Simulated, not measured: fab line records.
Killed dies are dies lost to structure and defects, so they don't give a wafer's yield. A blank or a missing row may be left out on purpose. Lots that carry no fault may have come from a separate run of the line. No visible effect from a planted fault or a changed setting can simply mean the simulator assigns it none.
Chamber matching ; flow sfqLine ; SFQ_TRILAYER_I0_CMP_CMP_028 on cmp-02: 4 sister chambers
The step polishes SiO2. 4 wafers are shown with their chamber, then 8 later ones without.

## WAFERS PAIRED WITH THEIR CHAMBERS
wafer;chamber;motorCurrentA (A)
L858.2;1;10.7
L866.4;3;10.3
L866.3;2;8.7
L867.4;0;10.2

## WAFERS WITH NO CHAMBER GIVEN
wafer;motorCurrentA (A)
L867.5;9.4
L867.6;10.9
L868.1;10.6
L868.2;10.4
L868.5;10.2
L870.2;11.5
L870.3;10.0
L870.4;10.1

## WHICH CHAMBER EACH WENT THROUGH
wafer;from the rows above;in truth
L867.5;can't be placed: 2 or 0 or 3 or 1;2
L867.6;can't be placed: 1 or 3 or 0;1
L868.1;can't be placed: 1 or 3 or 0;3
L868.2;can't be placed: 3 or 0 or 1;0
L868.5;can't be placed: 0 or 3 or 1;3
L870.2;can't be placed: 1 or 3 or 0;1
L870.3;can't be placed: 0 or 3 or 1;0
L870.4;can't be placed: 0 or 3 or 1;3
0 of 8 placed correctly. Can't be placed from these rows: 8 (the true chamber is among the candidates in 8). 0 placed wrongly.
How it was worked out, from the rows above alone: a wafer's distance from a chamber is the root of the sum, over the readings, of the square of ((its reading less the chamber's mean) divided by the reading's scatter). If the next closest chamber is less than 2 further off than the closest, the wafer can't be placed; otherwise it belongs to the closest. Each chamber's mean is taken over the wafers shown for it. The scatter (one wafer shown for each chamber): square how far every hidden wafer sits from the nearest shown wafer, average those squares and take the square root.
